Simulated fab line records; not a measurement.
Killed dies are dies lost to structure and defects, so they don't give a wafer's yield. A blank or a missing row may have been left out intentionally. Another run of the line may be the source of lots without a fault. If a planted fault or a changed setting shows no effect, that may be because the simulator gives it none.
fab line records | flow gf180mcu
[record] lots = 14 | wafers = 42 | last-day = 34
route steps=602 shown STI@15 NWELL@52 LVPWELL@60
lots untouched by any fault: they come from a run of this same line in which no faults occurred
start-h: hours from the record's opening day to when the first of the lot's shown wafers began | wait-h: how many hours have passed since the lot's step before this one | " repeats the value in the row above | L1.1+2: several wafers, shown together as one row | - no value, or no start given | * or withheld: withheld | < > ~ a bound
route shown NAME@n: names a module that has steps shown in the file, with the first one's number in the route | usual: the fault-free wafers' mean and standard deviation | same: alike in all rows | chamber/n: place in a boat | sites: each site's reading | _std_site: their standard deviation | _edge_site: inner sites' mean taken away from outer sites' mean | radius-mm: for every site, how far away it sits from the centre of the wafer | mask NAME#n: copy n | behind: the last tool/chamber to shape the wafer | hold: what put the lot on hold/how long, in hours/how the hold closed | device: whichever transistor did not switch (one of n, p or np) | end of line: tests of these same wafers at the route's end | a step given without rows: its recipe and nothing more | killed: dies lost to structure and defects at the first sort, not the wafer's yield | map: shows each die of a wafer: x if killed, . if not, _ if none is there
set.NAME: the run value of the setting; set.NAME@STEP: its run value at that earlier step | model.NAME: the simulator's own value behind a step, which no gauge read
one table for each step of the route and one row for each wafer, over a sample of lots
services: the hour from which a tool's chamber was out of use, counted from the record's first day as start-h (under 0 if before that day), plus the number of hours and why
[[steps]]
[step GF_STI_ETCH_14]
[recipe] target = Si | chemistry = HBr/Cl2/O2 | target-depth-nm = 360 | icp-w = 600 | bias-w = 150 | pressure-mtorr = 15 | HBr_flow_sccm = 150 | Cl2_flow_sccm = 40 | O2_flow_sccm = 6 | time-s = 102.9
[usual] drypump-motor-current-A = 6.1/0.41 | mfc-cl2-sccm = 40.00/0.13 | oes-product-au = 0.995/0.012 | throttle-valve-pct = 25.659/0.012
lot.wafer | tool      | chamber | start-h | wait-h | drypump-motor-current-A | mfc-cl2-sccm | oes-product-au | rf-hours-counter-h | throttle-valve-pct
L342.1    | rie-si-02 | 2       | 26.58   | 0.0    | 5.7                     | 39.78        | 1.007          | 63                 | 25.653
L342.3    | "         | 3       | "       | "      | 6.5                     | 40.17        | 1.023          | 15                 | 25.658
L342.5    | "         | 0       | "       | "      | 6.1                     | 40.15        | 1.000          | -                  | 25.658
L344.1    | rie-si-01 | 0       | 35.77   | 0.0    | 5.4                     | 40.02        | 0.979          | 82                 | 25.661
L344.3    | "         | 1       | "       | "      | 6.2                     | 39.65        | 0.990          | 92                 | 25.655
L344.6    | "         | 2       | "       | "      | 6.6                     | 39.95        | 0.979          | -                  | 25.662
L345.4    | rie-si-01 | 0       | 41.62   | 0.0    | 5.4                     | 40.12        | 0.999          | -                  | 25.665
L345.5    | "         | 1       | "       | "      | 6.2                     | 40.14        | 1.004          | -                  | 25.645
L345.6    | "         | 2       | "       | "      | 6.5                     | 39.94        | 0.989          | -                  | 25.665
L348.4    | rie-si-02 | 0       | 57.67   | 0.0    | 6.0                     | 40.00        | 0.985          | 3                  | 25.653
L348.5    | "         | 3       | "       | "      | 6.5                     | 39.99        | 1.015          | -                  | 25.638
L348.6    | "         | 0       | "       | "      | 6.0                     | 39.92        | 0.988          | -                  | 25.656
L349.1    | rie-si-01 | 0       | 60.38   | 0.0    | 5.4                     | 40.12        | 0.986          | 82                 | 25.662
L349.3    | "         | 1       | "       | "      | 6.2                     | 40.10        | 0.999          | 92                 | 25.649
L349.5    | "         | 2       | "       | "      | 6.5                     | 40.03        | 0.985          | -                  | 25.672
L355.2    | rie-si-02 | 2       | 93.17   | 0.0    | 5.6                     | 39.79        | 0.982          | 64                 | 25.674
L355.4    | "         | 3       | "       | "      | 6.5                     | 39.98        | 1.013          | 16                 | 25.643
L355.6    | "         | 2       | "       | "      | 5.6                     | 39.86        | 0.998          | -                  | 25.641
L357.2    | rie-si-01 | 1       | 103.27  | 0.0    | 6.2                     | 40.17        | 1.001          | 93                 | 25.655
L357.4    | "         | 3       | "       | "      | 6.4                     | 40.02        | 1.002          | 21                 | 25.662
L357.6    | "         | 1       | "       | "      | 6.2                     | 40.23        | 0.998          | -                  | 25.653
L358.1    | rie-si-01 | 1       | 110.98  | 0.0    | 6.2                     | 39.90        | 1.008          | 93                 | 25.640
L358.4    | "         | 2       | "       | "      | 6.5                     | 40.09        | 0.983          | 135                | 25.672
L358.5    | "         | 1       | "       | "      | 6.2                     | 40.00        | 1.003          | -                  | 25.667
L359.4    | rie-si-02 | 0       | 114.87  | 0.0    | 6.1                     | 39.93        | 0.992          | 4                  | 25.648
L359.5    | "         | 2       | "       | "      | 5.7                     | 40.13        | 0.996          | -                  | 25.660
L359.6    | "         | 1       | "       | "      | 5.7                     | 39.68        | 0.985          | -                  | 25.670
L360.3    | rie-si-01 | 2       | 116.93  | 0.0    | 6.5                     | 40.01        | 0.971          | 135                | 25.660
L360.4    | "         | 1       | "       | "      | 6.2                     | 39.93        | 1.009          | 93                 | 25.674
L360.6    | "         | 2       | "       | "      | 6.5                     | 40.15        | 0.984          | -                  | 25.682
L361.1    | rie-si-01 | 0       | 126.63  | 0.0    | 5.4                     | 39.87        | 0.993          | 83                 | 25.669
L361.4    | "         | 2       | "       | "      | 6.5                     | 40.18        | 0.985          | 135                | 25.651
L361.6    | "         | 2       | "       | "      | 6.5                     | 40.08        | 0.977          | -                  | 25.665
L363.2    | rie-si-02 | 3       | 138.18  | 0.0    | 6.5                     | 39.99        | 1.029          | 16                 | 25.635
L363.4    | "         | 0       | "       | "      | 6.1                     | 40.07        | 0.988          | 4                  | 25.680
L363.5    | "         | 3       | "       | "      | 6.5                     | 39.96        | 1.029          | -                  | 25.648
L364.3    | rie-si-02 | 0       | 141.78  | 0.0    | 6.0                     | 40.06        | 0.993          | 4                  | 25.652
L364.4    | "         | 1       | "       | "      | 5.7                     | 40.29        | 0.996          | 100                | 25.662
L364.5    | "         | 2       | "       | "      | 5.7                     | 39.93        | 0.996          | -                  | 25.649
L365.1    | rie-si-01 | 3       | 145.52  | 0.0    | 6.4                     | 39.87        | 1.009          | 21                 | 25.672
L365.2    | "         | 0       | "       | "      | 5.4                     | 40.01        | 0.999          | 83                 | 25.664
L365.5    | "         | 2       | "       | "      | 6.5                     | 39.88        | 0.975          | -                  | 25.681
[step GF_STI_THK_MEAS_30]
[recipe] reads = SiO2_of_STI_OXIDATION_29
[usual] STI_OXIDATION_02_THK = 10.02/0.2
lot.wafer | tool          | chamber | start-h | wait-h | STI_OXIDATION_02_THK[nm]
L342.1    | film-metro-04 | -       | 34.77   | 0.0    | 10.00
L342.3    | "             | -       | "       | "      | 9.87
L342.5    | "             | -       | "       | "      | 9.92
L344.1    | film-metro-03 | -       | 42.03   | 0.0    | 9.97
L344.3    | "             | -       | "       | "      | 10.01
L344.6    | "             | -       | "       | "      | 10.00
L345.4    | film-metro-02 | -       | 45.78   | 0.0    | 9.87
L345.5    | "             | -       | "       | "      | 9.93
L345.6    | "             | -       | "       | "      | 9.83
L348.4    | film-metro-04 | -       | 68.55   | 0.0    | 10.01
L348.5    | "             | -       | "       | "      | 10.11
L348.6    | "             | -       | "       | "      | 9.93
L349.1    | film-metro-04 | -       | 72.87   | 0.0    | 10.03
L349.3    | "             | -       | "       | "      | 9.99
L349.5    | "             | -       | "       | "      | 9.89
L355.2    | film-metro-04 | -       | 99.38   | 0.0    | 10.25
L355.4    | "             | -       | "       | "      | 10.25
L355.6    | "             | -       | "       | "      | 10.31
L357.2    | film-metro-02 | -       | 114.61  | 0.0    | 10.22
L357.4    | "             | -       | "       | "      | 10.25
L357.6    | "             | -       | "       | "      | 10.13
L358.1    | film-metro-04 | -       | 122.82  | 0.0    | 9.96
L358.4    | "             | -       | "       | "      | 10.12
L358.5    | "             | -       | "       | "      | 9.99
L359.4    | film-metro-03 | -       | 122.85  | 0.0    | 10.24
L359.5    | "             | -       | "       | "      | 9.98
L359.6    | "             | -       | "       | "      | 10.11
L360.3    | film-metro-04 | -       | 125.87  | 0.0    | 10.01
L360.4    | "             | -       | "       | "      | 10.08
L360.6    | "             | -       | "       | "      | 10.21
L361.1    | film-metro-02 | -       | 130.97  | 0.0    | 9.75
L361.4    | "             | -       | "       | "      | 9.98
L361.6    | "             | -       | "       | "      | 9.67
L363.2    | film-metro-03 | -       | 142.96  | 0.0    | 9.89
L363.4    | "             | -       | "       | "      | 9.97
L363.5    | "             | -       | "       | "      | 9.98
L364.3    | film-metro-03 | -       | 146.32  | 0.0    | 10.17
L364.4    | "             | -       | "       | "      | 9.90
L364.5    | "             | -       | "       | "      | 10.02
L365.1    | film-metro-03 | -       | 150.04  | 0.0    | 9.89
L365.2    | "             | -       | "       | "      | 10.01
L365.5    | "             | -       | "       | "      | 9.92
[step GF_NWELL_STRIP_10]
[recipe] chemistry = O2/N2 | power-w = 1400 | pressure-mtorr = 1500 | platen-temp-c = 250 | o2-flow-sccm = 3000 | n2-flow-sccm = 300 | overash-fraction = 0.5
[usual] drypump-motor-current-A = 6.02/0.24 | heater-power-w = 332/23 | n2-flow-sccm = 300.0/0.94 | oes-product-au = 0.722/0.0047 | platen-temp-c = 250.02/0.18 | strip-time-to-endpoint-s = 36.95/0.093
lot.wafer | tool            | chamber | start-h | wait-h | drypump-motor-current-A | heater-power-w | n2-flow-sccm | oes-product-au | platen-temp-c | rf-hours-counter-h | strip-time-to-endpoint-s
L342.1    | plasma-asher-04 | 1       | 60.17   | 0.1    | 6.12                    | 322            | 298.7        | 0.714          | 250.12        | 24                 | 36.86
L342.3    | "               | 1       | "       | "      | 6.10                    | 315            | 300.5        | 0.723          | 250.33        | -                  | 36.88
L342.5    | "               | 0       | "       | "      | 5.85                    | 339            | 300.9        | 0.726          | 249.76        | -                  | 36.97
L344.1    | plasma-asher-04 | 0       | 68.32   | 0.1    | 5.86                    | 349            | 299.4        | 0.725          | 250.01        | 25                 | 36.82
L344.3    | "               | 1       | "       | "      | 6.10                    | 312            | 297.0        | 0.720          | 250.05        | -                  | 36.83
L344.6    | "               | 1       | "       | "      | 6.11                    | 320            | 300.2        | 0.716          | 250.14        | -                  | 36.85
L345.4    | plasma-asher-03 | 0       | 70.41   | 0.1    | 6.24                    | 311            | 301.6        | 0.724          | 249.94        | -                  | 36.92
L345.5    | "               | 1       | "       | "      | 5.70                    | 394            | 302.2        | 0.720          | 249.97        | -                  | 36.94
L345.6    | "               | 0       | "       | "      | 6.26                    | 304            | 300.5        | 0.718          | 249.92        | -                  | 36.83
L348.4    | plasma-asher-03 | 0       | 94.96   | 0.1    | 6.26                    | 301            | 299.8        | 0.726          | 250.16        | -                  | 36.85
L348.5    | "               | 0       | "       | "      | 6.24                    | 303            | 300.6        | 0.726          | 249.88        | -                  | 36.92
L348.6    | "               | 1       | "       | "      | 5.71                    | 376            | 299.5        | 0.729          | 249.72        | -                  | 36.81
L349.1    | plasma-asher-01 | 1       | 99.57   | 0.1    | 6.36                    | 310            | 299.3        | 0.720          | 250.21        | 44                 | 36.96
L349.3    | "               | 1       | "       | "      | 6.34                    | 322            | 300.3        | 0.719          | 249.98        | -                  | 37.04
L349.5    | "               | 1       | "       | "      | 6.41                    | 315            | 299.9        | 0.715          | 249.79        | -                  | 36.92
L355.2    | plasma-asher-04 | 0       | 127.42  | 0.1    | 5.89                    | 350            | 299.6        | 0.717          | 250.04        | 31                 | 36.92
L355.4    | "               | 1       | "       | "      | 6.07                    | 319            | 301.5        | 0.714          | 250.01        | -                  | 37.01
L355.6    | "               | 1       | "       | "      | 6.09                    | 306            | 300.7        | 0.720          | 250.12        | -                  | 37.08
L357.2    | plasma-asher-03 | 1       | 144.27  | 0.1    | 5.71                    | 375            | 299.9        | 0.724          | 250.04        | 3                  | 36.98
L357.4    | "               | 0       | "       | "      | 6.23                    | 304            | 300.2        | 0.725          | 250.12        | -                  | 36.86
L357.6    | "               | 0       | "       | "      | 6.23                    | 309            | 298.8        | 0.727          | 249.98        | -                  | 36.97
L358.1    | plasma-asher-03 | 1       | 152.27  | 0.1    | 5.70                    | 371            | 301.8        | 0.722          | 250.09        | 4                  | 36.77
L358.4    | "               | 0       | "       | "      | 6.21                    | 310            | 300.0        | 0.717          | 250.33        | -                  | 36.79
L358.5    | "               | 0       | "       | "      | 6.24                    | 310            | 299.5        | 0.716          | 249.99        | -                  | 36.78
L359.4    | plasma-asher-04 | 0       | 152.30  | 0.1    | 5.88                    | 341            | 300.8        | 0.725          | 250.10        | -                  | 37.01
L359.5    | "               | 1       | "       | "      | 6.12                    | 325            | 300.0        | 0.720          | 250.08        | -                  | 36.88
L359.6    | "               | 0       | "       | "      | 5.86                    | 341            | 300.7        | 0.714          | 249.91        | -                  | 36.84
L360.3    | plasma-asher-04 | 0       | 156.55  | 0.1    | 5.87                    | 345            | 299.9        | 0.718          | 249.82        | -                  | 36.90
L360.4    | "               | 1       | "       | "      | 6.11                    | 313            | 300.2        | 0.722          | 250.09        | -                  | 36.94
L360.6    | "               | 0       | "       | "      | 5.88                    | 340            | 299.1        | 0.719          | 250.15        | -                  | 36.95
L361.1    | plasma-asher-03 | 1       | 161.26  | 0.1    | 5.69                    | 378            | 299.9        | 0.721          | 249.97        | 5                  | 37.17
L361.4    | "               | 0       | "       | "      | 6.25                    | 307            | 300.2        | 0.728          | 250.05        | -                  | 37.06
L361.6    | "               | 1       | "       | "      | 5.71                    | 376            | 299.4        | 0.721          | 249.81        | -                  | 37.05
L363.2    | plasma-asher-01 | 0       | 175.12  | 0.1    | 5.80                    | 330            | 298.3        | 0.713          | 250.22        | 49                 | 36.93
L363.4    | "               | 1       | "       | "      | 6.40                    | 319            | 300.7        | 0.727          | 249.91        | -                  | 36.90
L363.5    | "               | 1       | "       | "      | 6.40                    | 325            | 301.4        | 0.717          | 250.19        | -                  | 37.03
L364.3    | plasma-asher-04 | 0       | 178.70  | 0.1    | 5.85                    | 349            | 300.0        | 0.718          | 250.23        | -                  | 37.20
L364.4    | "               | 1       | "       | "      | 6.14                    | 318            | 298.9        | 0.725          | 250.12        | -                  | 37.17
L364.5    | "               | 1       | "       | "      | 6.12                    | 324            | 300.3        | 0.726          | 249.99        | -                  | 37.09
L365.1    | plasma-asher-01 | 0       | 182.02  | 0.1    | 5.78                    | 337            | 298.9        | 0.721          | 250.02        | 49                 | 36.98
L365.2    | "               | 1       | "       | "      | 6.38                    | 314            | 299.3        | 0.731          | 250.10        | 49                 | 36.87
L365.5    | "               | 0       | "       | "      | 5.78                    | 327            | 300.4        | 0.724          | 250.29        | -                  | 36.97
[step GF_LVPWELL_DEVELOP_06]
[recipe] wall-angle-deg = 90 | develop-time-s = 60 | dev-temp-c = 23
[usual] chill-plate-temp-C = 23.00/0.099 | develop-time-s = 60/0
lot.wafer | tool           | chamber | start-h | wait-h | chill-plate-temp-C | develop-time-s
L342.1    | litho-track-03 | 0       | 72      | -      | 23.04              | 60
L342.3    | "              | 0       | "       | "      | 23.22              | 60
L342.5    | "              | 0       | "       | "      | 22.99              | 60
L344.1    | litho-track-03 | 0       | 80      | -      | 22.91              | 60
L344.3    | "              | 0       | "       | "      | 22.96              | 60
L344.6    | "              | 0       | "       | "      | 22.75              | 60
L345.4    | litho-track-04 | 0       | 82      | -      | 22.89              | 60
L345.5    | "              | 0       | "       | "      | 22.90              | 60
L345.6    | "              | 0       | "       | "      | 23.07              | 60
L348.4    | litho-track-04 | -       | 108     | -      | -                  | -
L348.5    | "              | -       | "       | "      | -                  | -
L348.6    | "              | -       | "       | "      | -                  | -
L349.1    | litho-track-03 | -       | 113     | -      | -                  | -
L349.3    | "              | -       | "       | "      | -                  | -
L349.5    | "              | -       | "       | "      | -                  | -
L355.2    | litho-track-04 | 0       | 142     | -      | 22.86              | 60
L355.4    | "              | 0       | "       | "      | 22.96              | 60
L355.6    | "              | 0       | "       | "      | 23.02              | 60
L357.2    | litho-track-03 | 0       | 159     | -      | 23.13              | 60
L357.4    | "              | 0       | "       | "      | 23.01              | 60
L357.6    | "              | 0       | "       | "      | 23.00              | 60
L359.4    | litho-track-03 | 0       | 168     | -      | 23.03              | 60
L359.5    | "              | 0       | "       | "      | 23.03              | 60
L359.6    | "              | 0       | "       | "      | 23.11              | 60
L358.1    | litho-track-03 | 0       | 168     | -      | 23.06              | 60
L358.4    | "              | 0       | "       | "      | 23.02              | 60
L358.5    | "              | 0       | "       | "      | 23.12              | 60
L360.3    | litho-track-03 | 0       | 172     | -      | 23.05              | 60
L360.4    | "              | 0       | "       | "      | 23.04              | 60
L360.6    | "              | 0       | "       | "      | 22.97              | 60
L361.1    | litho-track-01 | 0       | 177     | -      | 22.95              | 60
L361.4    | "              | 0       | "       | "      | 23.02              | 60
L361.6    | "              | 0       | "       | "      | 23.04              | 60
L363.2    | litho-track-01 | 0       | 190     | -      | 23.02              | 60
L363.4    | "              | 0       | "       | "      | 23.08              | 60
L363.5    | "              | 0       | "       | "      | 22.80              | 60
L364.3    | litho-track-03 | 0       | 194     | -      | 22.97              | 60
L364.4    | "              | 0       | "       | "      | 22.88              | 60
L364.5    | "              | 0       | "       | "      | 22.73              | 60
L365.1    | litho-track-04 | 0       | 197     | -      | 23.11              | 60
L365.2    | "              | 0       | "       | "      | 23.26              | 60
L365.5    | "              | 0       | "       | "      | 23.20              | 60
[[services]]
tool            | chamber | start-h | hours | kind
rie-si-02       | -       | 28.44   | 2.8   | pm
rie-si-01       | 3       | 39.40   | 6.4   | repair
plasma-asher-04 | -       | 48.12   | 2.8   | pm
plasma-asher-04 | -       | 58.40   | 0.9   | repair
litho-track-03  | -       | 77.08   | -     | consumable-replace:filter
plasma-asher-03 | -       | 108.75  | 9.0   | pm
plasma-asher-03 | 0       | 108.75  | 9.0   | vent-cycle
plasma-asher-03 | 1       | 108.75  | 9.0   | vent-cycle
rie-si-02       | -       | 110.02  | 0.1   | repair
plasma-asher-03 | -       | 110.23  | 4.4   | repair
plasma-asher-03 | 0       | 117.75  | -     | clean
plasma-asher-03 | 1       | 117.75  | -     | clean
rie-si-01       | 0       | 136.49  | 1.1   | repair
plasma-asher-01 | -       | 144.46  | 13.8  | repair
rie-si-01       | 2       | 152.12  | -     | clean
rie-si-01       | 2       | 152.12  | 23.5  | scheduled-down
rie-si-01       | 2       | 152.12  | 23.5  | vent-cycle
plasma-asher-01 | -       | 158.31  | 15.6  | pm
rie-si-01       | -       | 159.25  | 0.1   | repair
plasma-asher-04 | -       | 192.35  | 9.7   | repair
[[key]]
[first-sign] step = GF_LVPWELL_DEVELOP_06 | reading = tool-record | direction = missing
effect none on later readings
met-at GF_LVPWELL_DEVELOP_06
struck-lots L348,L349
sort-left-out L348.4,L348.5,L348.6,L349.1,L349.3,L349.5
tester-left-out L348,L349
not-acting-at GF_STI_ETCH_14,GF_STI_THK_MEAS_30,GF_NWELL_STRIP_10
onset-between 82 108
[fault] kind = skipped-step-whole | tool = litho-track-03,litho-track-04 | chamber = - | onset-h = 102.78 | steps = GF_LVPWELL_DEVELOP_06 | scope = struck-lots-only
// tester-left-out: of these lots the tester's yield and bins aren't shown, on N5 and GAA mostly nor the transistor test; their killed dies are dies lost to structure and defects alone, not to doping, threshold or leakage, so they don't give the yield
// sort-left-out: the simulated sort isn't trusted on such a fault, so these wafers' sort isn't shown, and their yield isn't known
